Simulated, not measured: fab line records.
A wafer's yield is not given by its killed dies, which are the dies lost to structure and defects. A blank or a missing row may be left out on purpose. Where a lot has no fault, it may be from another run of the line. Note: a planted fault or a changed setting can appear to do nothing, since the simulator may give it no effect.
Which tool is to blame? | flow gf180mcu | 14 lots, 41 wafers sampled, at 6 steps of a route of 602

== WHAT THE GAUGES SHOWED, per wafer ==
GF_CONTACT_RS_MEAS_25: measurement is done with a four-point probe.
lot  | measured     | on           | CONTACT_W_RS (ohm/sq)
L209 | day 15 22:50 | filmMetro-03 | 0.384 0.385 0.387
L210 | day 16 07:17 | filmMetro-01 | 0.388 0.393 0.385
L211 | day 17 01:37 | filmMetro-03 | 0.381 0.393 0.387
L218 | day 19 06:07 | filmMetro-03 | 0.383 0.383
L221 | day 20 16:10 | filmMetro-03 | 0.384 0.379 0.378
L223 | day 21 07:07 | filmMetro-01 | 0.384 0.387 0.381
L225 | day 21 15:53 | filmMetro-01 | 0.387 0.385 0.385
L224 | day 21 19:02 | filmMetro-02 | 0.382 0.379 0.382
L226 | day 22 05:40 | filmMetro-02 | 0.384 0.378 0.386
L227 | day 22 13:44 | filmMetro-01 | 0.386 0.391 0.385
L228 | day 22 22:29 | filmMetro-03 | 0.386 0.385 0.378
L229 | day 23 04:29 | filmMetro-02 | 0.377 0.379 0.375
L230 | day 23 14:53 | filmMetro-03 | 0.389 0.385 0.392
L231 | day 23 23:37 | filmMetro-03 | 0.381 0.381 0.382

GF_M1_RS_MEAS_05: measurement is done with a four-point probe.
lot  | measured     | on           | M1_ALCU_RS (ohm/sq)
L209 | day 15 23:32 | filmMetro-04 | 0.0686 0.0688 0.0683
L210 | day 16 07:59 | filmMetro-03 | 0.0701 0.0698 0.0704
L211 | day 17 02:20 | filmMetro-02 | 0.0690 0.0689 0.0690
L218 | day 19 06:49 | filmMetro-04 | 0.0478 0.0689
L221 | day 20 18:03 | filmMetro-02 | 0.0480 0.0692 0.0685
L223 | day 21 07:49 | filmMetro-03 | 0.0689 0.0685 0.0688
L225 | day 21 16:35 | filmMetro-03 | 0.0678 0.0678 0.0680
L224 | day 21 19:45 | filmMetro-04 | 0.0685 0.0684 0.0688
L226 | day 22 06:22 | filmMetro-04 | 0.0684 0.0685 0.0680
L227 | day 22 14:26 | filmMetro-04 | 0.0696 0.0696 0.0688
L228 | day 22 23:11 | filmMetro-02 | 0.0677 0.0686 0.0684
L229 | day 23 05:11 | filmMetro-02 | 0.0694 0.0699 0.0695
L230 | day 23 15:35 | filmMetro-04 | 0.0694 0.0693 0.0693
L231 | day 24 00:19 | filmMetro-04 | 0.0680 0.0683 0.0679

GF_M1_THK_MEAS_06: measures by xrf.
lot  | measured     | on           | M1_ALCU_THK (nm)
L209 | day 15 23:39 | filmMetro-04 | 466 462 466
L210 | day 16 08:06 | filmMetro-03 | 446 449 447
L211 | day 17 02:26 | filmMetro-02 | 463 465 465
L218 | day 19 06:54 | filmMetro-04 | 666 465
L221 | day 20 18:10 | filmMetro-02 | 665 465 468
L223 | day 21 07:56 | filmMetro-03 | 455 458 456
L225 | day 21 16:42 | filmMetro-03 | 463 464 463
L224 | day 21 19:52 | filmMetro-04 | 471 468 470
L226 | day 22 06:29 | filmMetro-04 | 464 462 466
L227 | day 22 14:33 | filmMetro-04 | 453 455 457
L228 | day 22 23:18 | filmMetro-02 | 475 469 472
L229 | day 23 05:18 | filmMetro-02 | 463 459 462
L230 | day 23 15:42 | filmMetro-04 | 460 462 462
L231 | day 24 00:26 | filmMetro-04 | 465 464 466

== EACH LOT AND THE TOOL THAT RAN IT (in order: tool; ch and the chambers of the sampled wafers; start) ==
lot  | GF_SAB_STRIP_13                     | GF_M1_SPUTTER_01            | GF_M1_SPUTTER_02
L209 | plasmaAsher-03 ch 0,1, day 14 23:16 | pvdSputter-04, day 15 23:24 | pvdSputter-04, day 15 23:26
L210 | plasmaAsher-03 ch 0,1, day 15 07:08 | pvdSputter-04, day 16 07:51 | pvdSputter-04, day 16 07:53
L211 | plasmaAsher-04 ch 0,1, day 16 01:56 | pvdSputter-01, day 17 02:09 | pvdSputter-01, day 17 02:11
L218 | plasmaAsher-04 ch 0,1, day 18 03:55 | pvdSputter-04, day 19 06:38 | pvdSputter-04, day 19 06:40
L221 | plasmaAsher-01 ch 0,1, day 19 14:07 | pvdSputter-04, day 20 17:56 | pvdSputter-04, day 20 17:58
L223 | plasmaAsher-04 ch 1, day 20 05:14   | pvdSputter-03, day 21 07:41 | pvdSputter-03, day 21 07:43
L225 | plasmaAsher-03 ch 0,1, day 20 14:37 | pvdSputter-03, day 21 16:28 | pvdSputter-03, day 21 16:29
L224 | plasmaAsher-04 ch 0,1, day 20 15:58 | pvdSputter-03, day 21 19:37 | pvdSputter-03, day 21 19:38
L226 | plasmaAsher-01 ch 0, day 21 03:48   | pvdSputter-03, day 22 06:14 | pvdSputter-03, day 22 06:16
L227 | plasmaAsher-04 ch 0,1, day 21 09:55 | pvdSputter-01, day 22 14:18 | pvdSputter-01, day 22 14:20
L228 | plasmaAsher-01 ch 0,1, day 21 20:38 | pvdSputter-03, day 22 23:03 | pvdSputter-03, day 22 23:05
L229 | plasmaAsher-04 ch 1, day 22 02:52   | pvdSputter-03, day 23 05:03 | pvdSputter-03, day 23 05:05
L230 | plasmaAsher-03 ch 0,1, day 22 13:39 | pvdSputter-03, day 23 15:28 | pvdSputter-03, day 23 15:29
L231 | plasmaAsher-01 ch 0, day 22 23:05   | pvdSputter-03, day 24 00:11 | pvdSputter-03, day 24 00:13
- GF_SAB_STRIP_13: strips in O2/N2.
- GF_M1_SPUTTER_01: material TiN, target thk 30 nm, time 25 s.
- GF_M1_SPUTTER_02: material AlCu, target thk 450 nm, time 23.9 s.

== WHAT THE TOOLS THEMSELVES READ (means of the sampled wafers that have a number; where no wafer has one, the mark that the record gives instead) ==
GF_SAB_STRIP_13.
lot  | tool           | drypumpMotorCurrentA (A) | heaterPowerW (W) | o2FlowSccm (sccm) | oesProductAu (a.u.) | stripTimeToEndpointS (s)
L209 | plasmaAsher-03 | 5.5                      | 363              | 2995              | 0.714               | 12.63
L210 | plasmaAsher-03 | 5.7                      | 365              | 3007              | 0.713               | 12.64
L211 | plasmaAsher-04 | 5.4                      | 355              | 3000              | 0.714               | 12.64
L218 | plasmaAsher-04 | 5.7                      | 354              | 3003              | 0.714               | 12.62
L221 | plasmaAsher-01 | 5.4                      | 346              | 3000              | 0.712               | 12.61
L223 | plasmaAsher-04 | 4.9                      | 376              | 3011              | 0.706               | 12.66
L225 | plasmaAsher-03 | 5.7                      | 367              | 2993              | 0.707               | 12.60
L224 | plasmaAsher-04 | 5.9                      | 343              | 3000              | 0.708               | 12.61
L226 | plasmaAsher-01 | 5.3                      | 319              | 2995              | 0.711               | 12.57
L227 | plasmaAsher-04 | 5.9                      | 344              | 3000              | 0.709               | 12.65
L228 | plasmaAsher-01 | 5.4                      | 341              | 2996              | 0.707               | 12.61
L229 | plasmaAsher-04 | 4.9                      | 376              | 3006              | 0.706               | 12.63
L230 | plasmaAsher-03 | 5.6                      | 357              | 3002              | 0.710               | 12.64
L231 | plasmaAsher-01 | 5.3                      | 317              | 3006              | 0.711               | 12.63

GF_M1_SPUTTER_01.
lot  | tool          | chamberPressurePa (Pa) | throttleValvePct (%)
L209 | pvdSputter-04 | 0.4008                 | 29.0
L210 | pvdSputter-04 | 0.3996                 | 29.3
L211 | pvdSputter-01 | 0.3992                 | 29.0
L218 | pvdSputter-04 | 0.3992                 | 30.3
L221 | pvdSputter-04 | 0.4002                 | 29.8
L223 | pvdSputter-03 | 0.3995                 | 29.7
L225 | pvdSputter-03 | 0.3989                 | 30.3
L224 | pvdSputter-03 | 0.4004                 | 30.5
L226 | pvdSputter-03 | 0.4000                 | 30.2
L227 | pvdSputter-01 | 0.4004                 | 29.5
L228 | pvdSputter-03 | 0.4012                 | 29.9
L229 | pvdSputter-03 | 0.3995                 | 30.5
L230 | pvdSputter-03 | 0.3997                 | 30.3
L231 | pvdSputter-03 | 0.4008                 | 29.4

GF_M1_SPUTTER_02.
lot  | tool          | chamberPressurePa (Pa) | throttleValvePct (%)
L209 | pvdSputter-04 | 0.4004                 | 29.1
L210 | pvdSputter-04 | 0.3999                 | 29.1
L211 | pvdSputter-01 | 0.4001                 | 29.0
L218 | pvdSputter-04 | 0.4001                 | 30.2
L221 | pvdSputter-04 | 0.4007                 | 29.7
L223 | pvdSputter-03 | 0.4001                 | 29.8
L225 | pvdSputter-03 | 0.3997                 | 30.2
L224 | pvdSputter-03 | 0.4004                 | 30.4
L226 | pvdSputter-03 | 0.3992                 | 30.0
L227 | pvdSputter-01 | 0.3998                 | 29.4
L228 | pvdSputter-03 | 0.3992                 | 29.9
L229 | pvdSputter-03 | 0.4005                 | 30.4
L230 | pvdSputter-03 | 0.3994                 | 30.3
L231 | pvdSputter-03 | 0.4001                 | 29.5

== THE ANSWER, worked out from the rows above alone ==
Rule: the lots themselves supply what counts as usual. The widest of any qualifying gaps counts: lots, ordered by their means at a reading, are off when they make up no more than a third of the lots, leave a main group of 4 or more, and stand apart from it by 3 or more times the standard deviation of that group's means. If all means in a main group match to the digits the tables above print for the reading, that group is not used. Also off: a lot with no number at a reading for which 4 or more lots have one. Where the step has rows for the other lots, those lots are counted as sound. First the gauges in route order, then the tools' own readings, where a lot's mean is used as printed above. The first step at which some lot is off is used, and at that step the reading that is off furthest; a lot without a number counts as furthest.
Off: at GF_M1_RS_MEAS_05 (M1_ALCU_RS), L218, L221. Main group: mean 0.0688 ohm/sq, sd 0.00065.
If a tool, at a process step before that reading, ran all the lots that are off and no sound lot after the first of them, it fits. Gauges at GF_M1_RS_MEAS_05: tried the same way as those tools. One candidate fits, namely pvdSputter-04 at GF_M1_SPUTTER_01 and GF_M1_SPUTTER_02. At GF_M1_SPUTTER_01 its last sound lot is L210 (day 16 07:51), its first lot that is off L218 (day 19 06:38): a fault that began between those two fits.

== WHAT THE SIMULATOR PUT IN ==
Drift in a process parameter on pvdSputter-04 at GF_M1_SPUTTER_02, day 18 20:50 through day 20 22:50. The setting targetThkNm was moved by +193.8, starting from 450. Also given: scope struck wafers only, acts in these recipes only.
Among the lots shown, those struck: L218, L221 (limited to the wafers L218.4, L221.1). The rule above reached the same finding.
